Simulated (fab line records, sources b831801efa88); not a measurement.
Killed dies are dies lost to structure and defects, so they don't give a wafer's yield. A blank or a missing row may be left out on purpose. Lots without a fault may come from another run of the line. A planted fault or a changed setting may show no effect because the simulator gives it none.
fab line records | flow sky130 | part 2 of 2: steps 28 to 39 of 39
record lots=5 wafers=15 last_day=49
route steps=708 shown SONOS_ONO@179 GATE_OXIDE@187 POLY_GATE@204 RES_PROTECT@206
lots that met no fault: from a run of the same line without faults
start_h: hours from the record's first day to the start of the lot's first wafer shown | wait_h: hours since the lot's step before | " the same as in the row above | L1.1+2: a row that stands for several wafers | - no value, or no start given | * or withheld: withheld | < > ~ a bound
route shown NAME@n: a module of which the file shows steps, and the number in the route of the first | usual: mean/standard deviation of fault-free wafers | same: alike in all rows | chamber/n: place in a boat | sites: the reading at each site | _std_site: their standard deviation | _edge_site: outer sites' mean less inner sites' | radius_mm: how far each site lies from the wafer's centre | mask NAME#n: copy n | behind: the tool/chamber that last shaped the wafer | hold: why the lot was held/for how many hours/how that ended | device: the transistor (n, p or np) that didn't switch | end of line: the same wafers' tests at the end of the route | a step without rows: its recipe alone | killed: dies lost to structure and defects at the first sort, not the wafer's yield | map: a wafer's dies, x killed, . not, _ none there
set.NAME: the setting as run; set.NAME@STEP: as run at that earlier step | model.NAME: the simulator's own value behind a step, which no gauge read
lots at some steps of the route; a table a step, a row a wafer
services: from which hour (start_h, from the record's first day; less than 0 if before it) a tool's chamber was out of use, for how many hours, and why
## steps
# step SKY_RES_PROTECT_DEHYDRATE_00
# recipe temp_c=200 time_s=60
# usual heater_power_total_W=160.36/0.13
# columns lot.wafer tool chamber start_h wait_h heater_power_total_W
L081.1 litho_track-04 0 383.52 14.3 160.32
L081.3 " 0 " " 160.29
L081.5 " 0 " " 160.44
L087.1 litho_track-04 0 443.52 15.2 160.45
L087.3 " 0 " " 160.57
L087.6 " 0 " " 160.23
L088.2 litho_track-01 0 445.88 14.6 160.31
L088.5 " 0 " " 160.21
L088.6 " 0 " " 160.17
L089.1 litho_track-04 0 457.37 14.7 160.31
L089.5 " 0 " " 160.13
L089.6 " 0 " " 160.34
L090.2 litho_track-01 0 457.68 15.0 160.26
L090.3 " 0 " " 160.51
L090.5 " 0 " " 160.21
# step SKY_RES_PROTECT_HMDS_01
# recipe prime_time_s=60 prime_temp_c=120
# columns lot.wafer tool chamber start_h wait_h
L081.1+3+5 litho_track-04 0 383.67 0.1
L087.1+3+6 litho_track-04 0 443.67 0.1
L088.2+5+6 litho_track-01 0 446.03 0.1
L089.1+5+6 litho_track-04 0 457.52 0.1
L090.2+3+5 litho_track-01 0 457.83 0.1
# step SKY_RES_PROTECT_COAT_02
# recipe resist=NOVOLAK spin_rpm=3000 resist_thk_nm=1140
# columns lot.wafer tool chamber start_h wait_h
L081.1+3+5 litho_track-04 0 383.82 0.1
L087.1+3+6 litho_track-04 0 443.82 0.1
L088.2+5+6 litho_track-01 0 446.18 0.1
L089.1+5+6 litho_track-04 0 457.67 0.1
L090.2+3+5 litho_track-01 0 457.98 0.1
# step SKY_RES_PROTECT_SOFTBAKE_03
# recipe temp_c=90 time_s=60 resist=NOVOLAK
# usual heater_power_total_W=56.60/0.043
# columns lot.wafer tool chamber start_h wait_h heater_power_total_W
L081.1 litho_track-04 0 383.97 0.1 56.60
L081.3 " 0 " " 56.49
L081.5 " 0 " " 56.64
L087.1 litho_track-04 0 443.97 0.1 56.64
L087.3 " 0 " " 56.60
L087.6 " 0 " " 56.58
L088.2 litho_track-01 0 446.33 0.1 56.60
L088.5 " 0 " " 56.55
L088.6 " 0 " " 56.57
L089.1 litho_track-04 0 457.82 0.1 56.60
L089.5 " 0 " " 56.61
L089.6 " 0 " " 56.64
L090.2 litho_track-01 0 458.13 0.1 56.52
L090.3 " 0 " " 56.57
L090.5 " 0 " " 56.57
# step SKY_RES_PROTECT_EXPOSE_04
# recipe mask_id=RPM na=0.6 source_shape=conventional sigma_outer=0.6 polarization=unpolarized target_cd_nm=1270 dose_mj=131
# columns lot.wafer tool chamber start_h wait_h mask
L081.1+3+5 iline_stepper-01 0 - - RPM#0
L087.1+3+6 iline_stepper-01 0 - - RPM#0
L088.2+5+6 iline_stepper-02 0 - - RPM#0
L089.1+5+6 iline_stepper-01 0 - - RPM#0
L090.2+3+5 iline_stepper-02 0 - - RPM#0
# step SKY_RES_PROTECT_PEB_05
# recipe temp_c=withheld time_s=* resist=NOVOLAK
# columns lot.wafer tool chamber start_h wait_h
L081.1+3+5 litho_track-04 0 - -
L087.1+3+6 litho_track-04 0 - -
L088.2+5+6 litho_track-02 0 - -
L089.1+5+6 litho_track-02 0 - -
L090.2+3+5 litho_track-04 0 - -
# step SKY_RES_PROTECT_DEVELOP_06
# recipe resist=NOVOLAK developer=TMAH develop_time_s=60 dev_temp_c=23
# columns lot.wafer tool chamber start_h wait_h
L081.1+3+5 litho_track-04 0 397.97 0.1
L087.1+3+6 litho_track-04 0 458.92 0.1
L088.2+5+6 litho_track-02 0 461.45 0.1
L089.1+5+6 litho_track-02 0 473.73 0.1
L090.2+3+5 litho_track-04 0 473.89 0.1
# step SKY_POLY_GATE_IMPLANT_02
# recipe species=P energy_kev=30 dose_cm2=7.7e+15 tilt_deg=0
# usual faraday_current_uA=13750/1100
# columns lot.wafer tool chamber start_h wait_h faraday_current_uA
L081.1 implanter-03 0 398.12 0.1 14541
L081.3 " 0 " " 14634
L081.5 " 0 " " 14737
L087.1 implanter-02 0 459.07 0.1 13581
L087.3 " 0 " " 12277
L087.6 " 0 " " 13204
L088.2 implanter-03 0 461.60 0.1 14592
L088.5 " 0 " " 14924
L088.6 " 0 " " 14782
L089.1 implanter-03 0 473.88 0.1 14856
L089.5 " 0 " " 15023
L089.6 " 0 " " 14667
L090.2 implanter-01 0 474.04 0.1 12351
L090.3 " 0 " " 12567
L090.5 " 0 " " 12567
# step SKY_RES_PROTECT_STRIP_07
# recipe chemistry=O2/N2 power_w=1400 pressure_mtorr=1500 platen_temp_c=withheld o2_flow_sccm=3000 n2_flow_sccm=300 overash_fraction=0.5
# usual drypump_motor_current_A=5.8/0.48 oes_product_au=0.518/0.0049 strip_time_to_endpoint_s=23.30/0.047
# columns lot.wafer tool chamber start_h wait_h drypump_motor_current_A oes_product_au rf_hours_counter_h strip_time_to_endpoint_s
L081.1 plasma_asher-04 1 398.27 0.1 5.7 0.522 71 23.24
L081.3 " 1 " " 5.7 0.520 - 23.29
L081.5 " 1 " " 5.8 0.518 - 23.26
L087.1 plasma_asher-02 0 459.22 0.1 5.1 0.516 72 23.33
L087.3 " 1 " " 6.4 0.514 - 23.36
L087.6 " 1 " " 6.4 0.517 - 23.31
L088.2 plasma_asher-04 1 461.73 0.1 5.7 0.502 3 23.18
L088.5 " 0 " " 5.9 0.525 - 23.21
L088.6 " 1 " " 5.7 0.516 - 23.21
L089.1 plasma_asher-02 0 474.03 0.1 5.1 0.522 74 23.30
L089.5 " 1 " " 6.4 0.521 - 23.25
L089.6 " 0 " " 5.1 0.519 - 23.25
L090.2 plasma_asher-04 1 474.17 0.1 5.7 0.515 5 23.28
L090.3 " 0 " " 6.0 0.526 - 23.29
L090.5 " 0 " " 5.9 0.526 - 23.30
# step SKY_RES_PROTECT_TW_MEAS_08
# usual POLY_GATE_TW=4035/23
# columns lot.wafer tool chamber start_h wait_h POLY_GATE_TW
L081.1 film_metro-01 - 398.37 0.1 4023
L081.3 " - " " 4016
L081.5 " - " " 4020
L087.1 film_metro-02 - 459.32 0.1 4021
L087.3 " - " " 4032
L087.6 " - " " 4033
L088.2 film_metro-02 - 461.84 0.1 4011
L088.5 " - " " 4039
L088.6 " - " " 4027
L089.1 film_metro-02 - 474.13 0.1 3985
L089.5 " - " " 4027
L089.6 " - " " 4021
L090.2 film_metro-01 - 474.28 0.1 4033
L090.3 " - " " 4039
L090.5 " - " " 4038
# step SKY_RES_PROTECT_CLEAN_09
# recipe chemistry=SC1/SC2 mix=1:4:20 temp_c=70 time_s=150 dry=n2_spin
# usual bath_heat_duty_pct=13.2/1.5
# columns lot.wafer tool chamber start_h wait_h bath_heat_duty_pct
L081.1 wet_bench-02 1 398.43 0.1 12.3
L081.3 " 1 " " 11.5
L081.5 " 1 " " 12.3
L087.1 wet_bench-02 1 459.51 0.2 11.8
L087.3 " 1 " " 11.2
L087.6 " 1 " " 11.4
L088.2 wet_bench-04 0 461.89 0.0 13.2
L088.5 " 0 " " 13.0
L088.6 " 0 " " 13.5
L089.1 wet_bench-03 1 474.19 0.1 15.4
L089.5 " 1 " " 15.0
L089.6 " 1 " " 14.9
L090.2 wet_bench-02 2 474.33 0.0 13.3
L090.3 " 2 " " 13.7
L090.5 " 2 " " 14.1
# step SKY_POLY_GATE_CVD_03
# recipe material=Si3N4 precursor=DCS/NH3 target_thk_nm=75 temp_c=770 time_s=1290 pressure_mtorr=250
# usual pressure_mtorr=250.0/0.55
# columns lot.wafer tool chamber start_h wait_h pressure_mtorr
L081.1 lpcvd-02 0 399.27 0.8 250.9
L081.3 " 0 " " 250.4
L081.5 " 0 " " 250.6
L087.1 lpcvd-02 1 459.56 0.0 249.3
L087.3 " 1 " " 249.8
L087.6 " 1 " " 250.7
L088.2 lpcvd-02 0 461.94 0.0 249.6
L088.5 " 0 " " 249.6
L088.6 " 0 " " 249.7
L089.1 lpcvd-02 1 474.24 0.0 249.7
L089.5 " 1 " " 249.4
L089.6 " 1 " " 249.6
L090.2 lpcvd-02 1 476.28 1.9 250.4
L090.3 " 1 " " 250.4
L090.5 " 1 " " 250.1
## services
# columns tool chamber start_h hours kind
furnace-02 - 311.63 3.6 pm
implanter-02 - 316.37 5.0 repair
rie_diel-01 0 317.02 14.8 repair
plasma_asher-04 - 321.44 1.1 repair
implanter-03 - 322.37 2.4 repair
implanter-02 - 324.13 2.5 repair
rie_diel-01 1 324.16 8.3 repair
rie_diel-04 2 326.33 7.4 repair
wet_bench-01 - 330.35 2.7 repair
furnace-01 - 333.76 3.3 pm
plasma_asher-02 - 351.98 2.8 pm
plasma_asher-03 - 352.84 3.9 repair
iline_stepper-02 - 361.57 1.7 pm
implanter-04 - 373.23 13.5 pm
plasma_asher-03 - 387.99 2.4 repair
implanter-04 - 394.96 0.7 repair
furnace-02 - 408.55 3.1 pm
plasma_asher-02 - 421.21 13.7 pm
plasma_asher-04 - 421.25 9.0 pm
furnace-01 - 422.63 3.3 pm
iline_stepper-01 - 428.75 1.7 pm
iline_stepper-01 - 450.12 4.7 repair
plasma_asher-01 - 466.19 2.4 repair
furnace-01 - 468.34 2.0 pm
